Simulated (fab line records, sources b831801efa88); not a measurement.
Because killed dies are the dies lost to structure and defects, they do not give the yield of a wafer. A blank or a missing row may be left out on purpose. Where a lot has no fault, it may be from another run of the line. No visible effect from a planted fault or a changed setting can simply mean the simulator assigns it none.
fab line records	flow sky130
record: lots: 13	wafers: 39	last_day: 50
route steps=708 shown NWELL@78 PWDE@84 VT_ADJUST_HVTP@95 VT_ADJUST_LVTN@107
lots with no fault: from the same line, run without faults
start_h: start of the lot's first displayed wafer, in hours after the record's first day	wait_h: time in hours since the lot's previous step	" unchanged from the row above	L1.1+2: a row that stands for several wafers	- either no value or no given start	* or withheld: withheld	< > ~ a bound
route shown NAME@n: a module of which the file shows steps, and the number in the route of the first	usual: mean/standard deviation of fault-free wafers	same: alike in all rows	chamber/n: place in a boat	sites: per-site readings	_std_site: the values' standard deviation	_edge_site: mean of outer sites minus mean of inner sites	radius_mm: for every site, how far away it sits from the centre of the wafer	mask NAME#n: copy n	behind: tool/chamber where the wafer was last shaped	hold: cause of the lot's hold/its duration in hours/its outcome	device: whichever transistor did not switch (one of n, p or np)	end of line: tests run on the same wafers once the route is complete	a step with no rows: only its recipe	killed: not the wafer's yield, but the dies lost to structure and defects at the first sort	map: shows each die of a wafer: x if killed, . if not, _ if none is there
set.NAME: setting as actually run; set.NAME@STEP: the setting as run at that earlier step	model.NAME: the simulator's own value behind a step, which no gauge read
one table for each step of the route and one row for each wafer, over a sample of lots
services: when a tool's chamber went out of use (start_h, in hours from the record's first day, below 0 if earlier), for how many hours, and the reason
== steps ==
step: SKY_NWELL_STRIP_25
recipe: chemistry: O2/N2	power_w: 1400	pressure_mtorr: 1500	platen_temp_c: withheld	o2_flow_sccm: 3000	n2_flow_sccm: 300	overash_fraction: 0.5
usual: drypump_motor_current_A: 5.90/0.26	o2_flow_sccm: 2999/8.3	oes_product_au: 0.722/0.0044	strip_time_to_endpoint_s: 36.86/0.12
same: overash_fraction: 0.5
lot.wafer	tool	chamber	start_h	wait_h	drypump_motor_current_A	o2_flow_sccm	oes_product_au	rf_hours_counter_h	strip_time_to_endpoint_s
L476.1	plasma_asher-03	0	101.85	0.1	6.16	3003	0.720	42	36.97
L476.2	"	1	"	"	5.52	2980	0.723	42	36.83
L476.3	"	1	"	"	5.53	2996	0.721	-	36.96
L477.1	plasma_asher-03	1	107.71	0.1	5.54	3008	0.726	43	37.05
L477.2	"	0	"	"	6.14	3001	0.720	43	37.09
L477.6	"	0	"	"	6.15	3000	0.718	-	37.04
L478.3	plasma_asher-03	0	113.19	0.1	6.16	2997	0.719	-	37.06
L478.4	"	1	"	"	5.53	2999	0.723	-	37.07
L478.5	"	1	"	"	5.53	2997	0.725	-	37.03
L479.2	plasma_asher-04	0	120.50	0.1	6.07	3002	0.715	0	36.83
L479.3	"	0	"	"	6.11	3009	0.726	-	36.80
L479.4	"	1	"	"	5.64	2999	0.730	-	36.86
L480.1	plasma_asher-03	1	129.90	0.1	5.52	3012	0.721	45	36.57
L480.3	"	1	"	"	5.52	2993	0.720	-	36.76
L480.6	"	0	"	"	6.16	2996	0.725	-	36.76
L488.2	plasma_asher-03	1	182.16	0.1	5.48	3003	0.879	49	-
L488.3	"	1	"	"	5.40	3004	0.871	-	-
L488.4	"	0	"	"	6.11	2973	0.824	-	-
L492.1	plasma_asher-04	1	200.06	0.1	5.65	3004	0.721	8	36.83
L492.2	"	0	"	"	6.09	2992	0.727	8	36.88
L492.5	"	0	"	"	6.11	2999	0.715	-	36.85
L494.1	plasma_asher-04	0	217.96	0.1	6.11	2996	0.726	10	37.02
L494.4	"	0	"	"	6.10	2996	0.721	-	36.95
L494.5	"	1	"	"	5.63	3007	0.718	-	36.92
L495.3	plasma_asher-02	1	221.14	0.1	6.25	2999	0.718	-	36.80
L495.4	"	0	"	"	6.01	3002	0.726	-	36.79
L495.5	"	0	"	"	6.00	3010	0.722	-	36.81
L496.1	plasma_asher-04	0	225.60	0.1	6.08	2995	0.716	11	36.77
L496.3	"	0	"	"	6.07	3000	0.714	-	36.79
L496.6	"	1	"	"	5.68	2991	0.726	-	36.91
L497.1	plasma_asher-03	1	233.55	0.1	5.49	3010	0.715	54	36.92
L497.3	"	0	"	"	6.16	3008	0.721	-	36.90
L497.6	"	1	"	"	5.49	3000	0.724	-	36.92
L498.1	plasma_asher-04	0	237.41	0.1	6.07	3004	0.725	12	36.74
L498.4	"	1	"	"	5.68	2982	0.721	-	36.87
L498.6	"	0	"	"	6.08	3008	0.724	-	36.90
L499.1	plasma_asher-04	0	243.66	0.1	6.06	3020	0.727	13	36.91
L499.3	"	0	"	"	6.08	2998	0.727	-	36.87
L499.6	"	0	"	"	6.12	3008	0.723	-	36.92
step: SKY_NWELL_RS_MEAS_29
recipe: thk_meas_gauge: four-point-probe
usual: NWELL_RS: 625.1/1.5
lot.wafer	tool	chamber	start_h	wait_h	NWELL_RS[ohm/sq]
L476.1	film_metro-02	-	102.16	0.1	624.1
L476.2	"	-	"	"	625.0
L476.3	"	-	"	"	625.0
L477.1	film_metro-01	-	108.02	0.1	626.7
L477.2	"	-	"	"	625.5
L477.6	"	-	"	"	626.7
L478.3	film_metro-01	-	113.51	0.1	626.7
L478.4	"	-	"	"	625.2
L478.5	"	-	"	"	624.9
L479.2	film_metro-04	-	120.83	0.1	626.6
L479.3	"	-	"	"	625.5
L479.4	"	-	"	"	625.0
L480.1	film_metro-02	-	130.21	0.1	624.5
L480.3	"	-	"	"	625.6
L480.6	"	-	"	"	628.4
L488.2	film_metro-04	-	182.49	0.1	624.4
L488.3	"	-	"	"	626.7
L488.4	"	-	"	"	625.4
L492.1	film_metro-04	-	200.37	0.1	624.8
L492.2	"	-	"	"	622.9
L492.5	"	-	"	"	623.2
L494.1	film_metro-02	-	218.27	0.1	622.9
L494.4	"	-	"	"	623.2
L494.5	"	-	"	"	623.3
L495.3	film_metro-04	-	221.46	0.1	622.3
L495.4	"	-	"	"	623.7
L495.5	"	-	"	"	622.9
L496.1	film_metro-01	-	225.92	0.1	626.3
L496.3	"	-	"	"	627.3
L496.6	"	-	"	"	626.3
L497.1	film_metro-04	-	233.86	0.1	621.9
L497.3	"	-	"	"	622.7
L497.6	"	-	"	"	622.5
L498.1	film_metro-04	-	237.72	0.1	625.1
L498.4	"	-	"	"	625.0
L498.6	"	-	"	"	625.5
L499.1	film_metro-04	-	243.97	0.1	624.9
L499.3	"	-	"	"	622.8
L499.6	"	-	"	"	625.0
step: SKY_NWELL_RS_MEAS_31
recipe: thk_meas_gauge: four-point-probe
usual: PWDE_RS: 5272/18
lot.wafer	tool	chamber	start_h	wait_h	PWDE_RS[ohm/sq]
L476.1	film_metro-02	-	102.40	0.1	5255
L476.2	"	-	"	"	5245
L476.3	"	-	"	"	5252
L477.1	film_metro-01	-	108.26	0.1	5289
L477.2	"	-	"	"	5292
L477.6	"	-	"	"	5287
L478.3	film_metro-01	-	113.75	0.1	5240
L478.4	"	-	"	"	5260
L478.5	"	-	"	"	5247
L479.2	film_metro-04	-	121.07	0.1	5286
L479.3	"	-	"	"	5283
L479.4	"	-	"	"	5273
L480.1	film_metro-02	-	130.45	0.1	5253
L480.3	"	-	"	"	5250
L480.6	"	-	"	"	5249
L488.2	film_metro-04	-	182.73	0.1	5283
L488.3	"	-	"	"	5294
L488.4	"	-	"	"	5297
L492.1	film_metro-04	-	200.61	0.1	5277
L492.2	"	-	"	"	5273
L492.5	"	-	"	"	5263
L494.1	film_metro-02	-	218.51	0.1	5291
L494.4	"	-	"	"	5282
L494.5	"	-	"	"	5293
L495.3	film_metro-04	-	221.70	0.1	5265
L495.4	"	-	"	"	5272
L495.5	"	-	"	"	5268
L496.1	film_metro-01	-	226.16	0.1	5297
L496.3	"	-	"	"	5305
L496.6	"	-	"	"	5285
L497.1	film_metro-04	-	234.10	0.1	5260
L497.3	"	-	"	"	5272
L497.6	"	-	"	"	5261
L498.1	film_metro-04	-	237.96	0.1	5264
L498.4	"	-	"	"	5263
L498.6	"	-	"	"	5271
L499.1	film_metro-04	-	244.21	0.1	5246
L499.3	"	-	"	"	5259
L499.6	"	-	"	"	5260
step: SKY_VT_ADJUST_HVTP_STRIP_10
recipe: chemistry: O2/N2	power_w: 1400	pressure_mtorr: 1500	platen_temp_c: withheld	o2_flow_sccm: 3000	n2_flow_sccm: 300	overash_fraction: 0.5
usual: drypump_motor_current_A: 6.01/0.27	o2_flow_sccm: 2998/8.2	oes_product_au: 0.715/0.0044	strip_time_to_endpoint_s: 14.16/0.045
same: overash_fraction: 0.5
lot.wafer	tool	chamber	start_h	wait_h	drypump_motor_current_A	o2_flow_sccm	oes_product_au	rf_hours_counter_h	strip_time_to_endpoint_s
L476.1	plasma_asher-01	0	120.35	0.1	6.13	2998	0.719	30	14.15
L476.2	"	1	"	"	6.20	3007	0.715	30	14.13
L476.3	"	0	"	"	6.11	3001	0.714	-	14.09
L477.1	plasma_asher-03	1	126.23	0.1	5.50	2998	0.716	45	14.13
L477.2	"	0	"	"	6.13	3005	0.713	45	14.11
L477.6	"	0	"	"	6.13	2994	0.710	-	14.11
L478.3	plasma_asher-02	0	132.57	0.1	5.97	3001	0.709	-	14.17
L478.4	"	1	"	"	6.27	2999	0.717	-	14.18
L478.5	"	1	"	"	6.25	3007	0.717	-	14.13
L479.2	plasma_asher-03	0	139.83	0.1	6.17	2998	0.715	46	14.20
L479.3	"	0	"	"	6.16	2987	0.712	-	14.19
L479.4	"	1	"	"	5.55	3001	0.715	-	14.18
L480.1	plasma_asher-01	0	149.40	0.1	6.12	2992	0.710	32	14.13
L480.3	"	1	"	"	6.21	2993	0.716	-	14.13
L480.6	"	0	"	"	6.15	3010	0.708	-	14.17
L488.2	plasma_asher-02	0	203.88	0.1	5.97	2996	0.725	53	50.46
L488.3	"	1	"	"	6.27	2987	0.729	-	50.53
L488.4	"	0	"	"	6.00	3006	0.728	-	50.48
L492.1	plasma_asher-03	0	222.65	0.1	6.17	2995	0.712	53	14.19
L492.2	"	1	"	"	5.51	2986	0.714	53	14.22
L492.5	"	0	"	"	6.14	2995	0.718	-	14.18
L494.1	plasma_asher-01	1	240.98	0.1	6.21	2994	0.730	41	14.21
L494.4	"	0	"	"	6.18	2991	0.707	-	14.20
L494.5	"	1	"	"	6.22	2995	0.719	-	14.24
L495.3	plasma_asher-01	0	244.77	0.1	6.15	3007	0.710	-	14.23
L495.4	"	1	"	"	6.24	3000	0.715	-	14.22
L495.5	"	0	"	"	6.17	3025	0.716	-	14.25
L496.1	plasma_asher-03	1	249.38	0.1	5.51	3006	0.707	56	14.20
L496.3	"	0	"	"	6.15	3002	0.713	-	14.25
L496.6	"	0	"	"	6.17	2993	0.712	-	14.25
L497.1	plasma_asher-02	0	257.78	0.1	6.00	2991	0.720	58	14.17
L497.3	"	1	"	"	6.24	2998	0.710	-	14.14
L497.6	"	0	"	"	5.99	3003	0.717	-	14.18
L498.1	plasma_asher-03	0	261.90	0.1	6.12	2991	0.713	57	14.15
L498.4	"	0	"	"	6.16	3004	0.711	-	14.15
L498.6	"	1	"	"	5.51	2987	0.709	-	14.19
L499.1	plasma_asher-02	0	267.23	0.1	6.00	3012	0.716	59	14.06
L499.3	"	0	"	"	5.98	3008	0.717	-	14.08
L499.6	"	0	"	"	6.04	3000	0.710	-	14.15
step: SKY_VT_ADJUST_HVTP_TW_MEAS_11
usual: VT_ADJUST_HVTP_TW: 1354/12
lot.wafer	tool	chamber	start_h	wait_h	VT_ADJUST_HVTP_TW
L476.1	film_metro-04	-	120.45	0.1	1358
L476.2	"	-	"	"	1358
L476.3	"	-	"	"	1358
L477.1	film_metro-03	-	126.33	0.1	1358
L477.2	"	-	"	"	1352
L477.6	"	-	"	"	1345
L478.3	film_metro-02	-	132.65	0.1	1328
L478.4	"	-	"	"	1336
L478.5	"	-	"	"	1342
L479.2	film_metro-02	-	139.94	0.1	1328
L479.3	"	-	"	"	1329
L479.4	"	-	"	"	1328
L480.1	film_metro-04	-	149.50	0.1	1361
L480.3	"	-	"	"	1363
L480.6	"	-	"	"	1361
L488.2	film_metro-02	-	203.99	0.1	30
L488.3	"	-	"	"	30
L488.4	"	-	"	"	30
L492.1	film_metro-04	-	222.75	0.1	1368
L492.2	"	-	"	"	1359
L492.5	"	-	"	"	1365
L494.1	film_metro-02	-	241.08	0.1	1338
L494.4	"	-	"	"	1341
L494.5	"	-	"	"	1346
L495.3	film_metro-04	-	244.85	0.1	1349
L495.4	"	-	"	"	1364
L495.5	"	-	"	"	1360
L496.1	film_metro-03	-	249.48	0.1	1354
L496.3	"	-	"	"	1362
L496.6	"	-	"	"	1367
L497.1	film_metro-03	-	257.88	0.1	1356
L497.3	"	-	"	"	1359
L497.6	"	-	"	"	1355
L498.1	film_metro-04	-	262.00	0.1	1361
L498.4	"	-	"	"	1362
L498.6	"	-	"	"	1358
L499.1	film_metro-04	-	267.33	0.1	1352
L499.3	"	-	"	"	1348
L499.6	"	-	"	"	1358
step: SKY_VT_ADJUST_LVTN_TW_MEAS_10
usual: VT_ADJUST_LVTN_TW: 241.3/1.5
lot.wafer	tool	chamber	start_h	wait_h	VT_ADJUST_LVTN_TW
L476.1	film_metro-01	-	139.41	0.1	236.7
L476.2	"	-	"	"	239.2
L476.3	"	-	"	"	237.6
L477.1	film_metro-03	-	145.53	0.1	241.4
L477.2	"	-	"	"	240.6
L477.6	"	-	"	"	242.7
L478.3	film_metro-04	-	151.92	0.1	242.9
L478.4	"	-	"	"	241.7
L478.5	"	-	"	"	241.9
L479.2	film_metro-03	-	159.19	0.1	241.0
L479.3	"	-	"	"	240.5
L479.4	"	-	"	"	241.8
L480.1	film_metro-01	-	170.05	0.1	240.8
L480.3	"	-	"	"	239.6
L480.6	"	-	"	"	239.5
L488.2	film_metro-03	-	226.39	0.1	241.1
L488.3	"	-	"	"	240.6
L488.4	"	-	"	"	240.0
L492.1	film_metro-04	-	246.03	0.1	244.0
L492.2	"	-	"	"	242.0
L492.5	"	-	"	"	241.1
L494.1	film_metro-01	-	264.08	0.1	240.7
L494.4	"	-	"	"	238.9
L494.5	"	-	"	"	240.2
L495.3	film_metro-03	-	267.93	0.1	241.2
L495.4	"	-	"	"	241.6
L495.5	"	-	"	"	241.4
L496.1	film_metro-04	-	272.43	0.1	240.8
L496.3	"	-	"	"	239.5
L496.6	"	-	"	"	241.6
L497.1	film_metro-04	-	280.71	0.1	240.4
L497.3	"	-	"	"	240.6
L497.6	"	-	"	"	241.1
L498.1	film_metro-03	-	285.55	0.1	242.8
L498.4	"	-	"	"	242.2
L498.6	"	-	"	"	242.5
L499.1	film_metro-03	-	291.70	0.1	241.5
L499.3	"	-	"	"	242.7
L499.6	"	-	"	"	242.3
== services ==
tool	chamber	start_h	hours	kind
plasma_asher-04	-	92.50	2.8	pm
plasma_asher-04	-	108.75	9.0	pm
plasma_asher-04	0	108.75	9.0	vent_cycle
plasma_asher-04	1	108.75	9.0	vent_cycle
plasma_asher-04	0	117.75	-	clean
plasma_asher-04	1	117.75	-	clean
plasma_asher-01	-	120.76	2.7	repair
plasma_asher-03	-	141.95	10.9	repair
plasma_asher-04	-	144.42	1.5	repair
plasma_asher-03	-	179.16	2.8	pm
plasma_asher-01	-	220.76	3.0	repair
plasma_asher-01	-	224.83	7.1	repair
plasma_asher-03	-	225.74	1.0	repair
plasma_asher-04	-	241.70	0.8	repair
plasma_asher-04	-	244.04	2.2	repair
== key ==
first_sign: step: SKY_NWELL_STRIP_25	reading: oes_product_au	direction: up	sigmas: 31	usual: 0.722	struck: 0.858
effect: step: SKY_VT_ADJUST_HVTP_STRIP_10	reading: strip_time_to_endpoint_s	direction: up	sigmas: 99+	usual: *	struck: *
effect: step: SKY_VT_ADJUST_HVTP_TW_MEAS_11	reading: VT_ADJUST_HVTP_TW	direction: down	sigmas: 99+	usual: 1354	struck: 30
met_at SKY_NWELL_STRIP_25
struck_lots L488
sort_left_out L488.2,L488.3,L488.4
tester_left_out L488
not_acting_at SKY_NWELL_RS_MEAS_29,SKY_NWELL_RS_MEAS_31,SKY_VT_ADJUST_LVTN_TW_MEAS_10
onset_between 129.90 182.16
fault: kind: strip_aborted	tool: plasma_asher-03	chamber: -	onset_h: 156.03	steps: SKY_NWELL_STRIP_25	offset: 1	end_h: 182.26
tester_left_out: of these lots the tester's yield and bins aren't shown, on N5 and GAA mostly nor the transistor test; their killed dies are dies lost to structure and defects alone, not to doping, threshold or leakage, so they don't give the yield
sort_left_out: the simulated sort isn't trusted on such a fault, so these wafers' sort isn't shown, and their yield isn't known
